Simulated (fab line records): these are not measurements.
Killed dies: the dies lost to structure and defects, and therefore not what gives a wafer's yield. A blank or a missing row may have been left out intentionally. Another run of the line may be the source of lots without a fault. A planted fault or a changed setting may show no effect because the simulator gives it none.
Comparing a struck lot with a sound one	flow gf180mcu	15 steps out of a route of 602
Sound: wafers L240.1, L240.5, L240.6. Struck: wafer L232.2. (L232.1, L232.3 of the same lot were not struck and are left out.) The cause comes at the end.
For every step that has rows: the tool of each side, followed by ch and its chambers, followed by its first start. Under that, the readings that differ: sound wafers	struck wafers	difference of the means	sigmas: that difference in standard deviations of wafers without a fault.
alike: a reading whose means differ by less than 2 such deviations, as well as words and numbers matching on both sides. not compared: withheld readings; readings where some wafer has no value; bounds like >300 that might hide an equal value; numbers whose values overlap and for which the record gives no deviation.
Wherever a step has rows on one side only, a row that says differs or no value, or a row with sigmas, the two part there. Numbers that don't overlap but have no deviation are shown without sigmas and don't part them. A reading that every wafer of one side lacks parts them only if that side has two wafers or more.

first, 4 steps without rows for these wafers: GF_V1_STRIP_18 (strips in O2/N2); GF_V1_STRIP_19 (strips in post etch residue remover, time 1200 s); GF_V1_CLEAN_20 (cleans in DIW); GF_V1_SPUTTER_21 (material Ti, target thk 15 nm, time 80.02 s).
GF_V1_SPUTTER_22: material TiN, target thk 10 nm, time 40 s.
  sound on pvd sputter-01, day 24 14:13; struck on pvd sputter-01, day 21 20:32
  alike: throttle valve pct
GF_V1_CVD_23: deposits W, target thk 350 nm, time 105.05 s.
  sound on cvd w-01 ch 0, day 24 14:15; struck on cvd w-01 ch 1, day 21 20:34
  alike: heater power w, susceptor temp C
GF_V1_RS_MEAS_24: measurement is done with a four-point probe.
  sound on film metro-02, day 24 14:29; struck on film metro-01, day 21 20:41
  alike: V1_W_RS
GF_V1_THK_MEAS_25: measures by xrf.
  sound on film metro-02, day 24 14:37; struck on film metro-01, day 21 20:48
  alike: V1_W_THK
then, 1 step without rows for these wafers: GF_V1_CMP_26 (polishes, stops on SiO2, t overpolish 15 s, target thk 0 nm).
GF_M2_SPUTTER_00: material Ti, target thk 37.5 nm, time 150 s.
  sound on pvd sputter-02, day 24 14:58; struck on pvd sputter-02, day 21 21:10
  alike: throttle valve pct
GF_M2_SPUTTER_01: material TiN, target thk 30 nm, time 25 s.
  sound on pvd sputter-02, day 24 15:04; struck on pvd sputter-02, day 21 21:16
  alike: throttle valve pct
then, 1 step without rows for these wafers: GF_M2_SPUTTER_02 (material AlCu, target thk 450 nm, time 23.9 s).
GF_M2_SPUTTER_03: material Ti, target thk 10 nm, time 6.7 s.
  sound on pvd sputter-02, day 24 15:08; struck on pvd sputter-02, day 21 21:19
reading	sound	struck	difference	sigmas
model.Ti_of_M2_SPUTTER_03.thk nm (nm)	9.804 9.83 9.94	9.348	-0.510	
  alike: throttle valve pct
GF_M2_SPUTTER_04: material TiN, target thk 50 nm, time 41.7 s.
  sound on pvd sputter-02, day 24 15:09; struck on pvd sputter-02, day 21 21:20
  alike: throttle valve pct
GF_PASSIVATION_PROBE_99:
  the record has rows for the sound wafers here (prober-01, day 33 20:29) and none for the struck ones

WHERE THEY PART
Only at GF_PASSIVATION_PROBE_99, within this record.

WHY: whatever the simulator had introduced
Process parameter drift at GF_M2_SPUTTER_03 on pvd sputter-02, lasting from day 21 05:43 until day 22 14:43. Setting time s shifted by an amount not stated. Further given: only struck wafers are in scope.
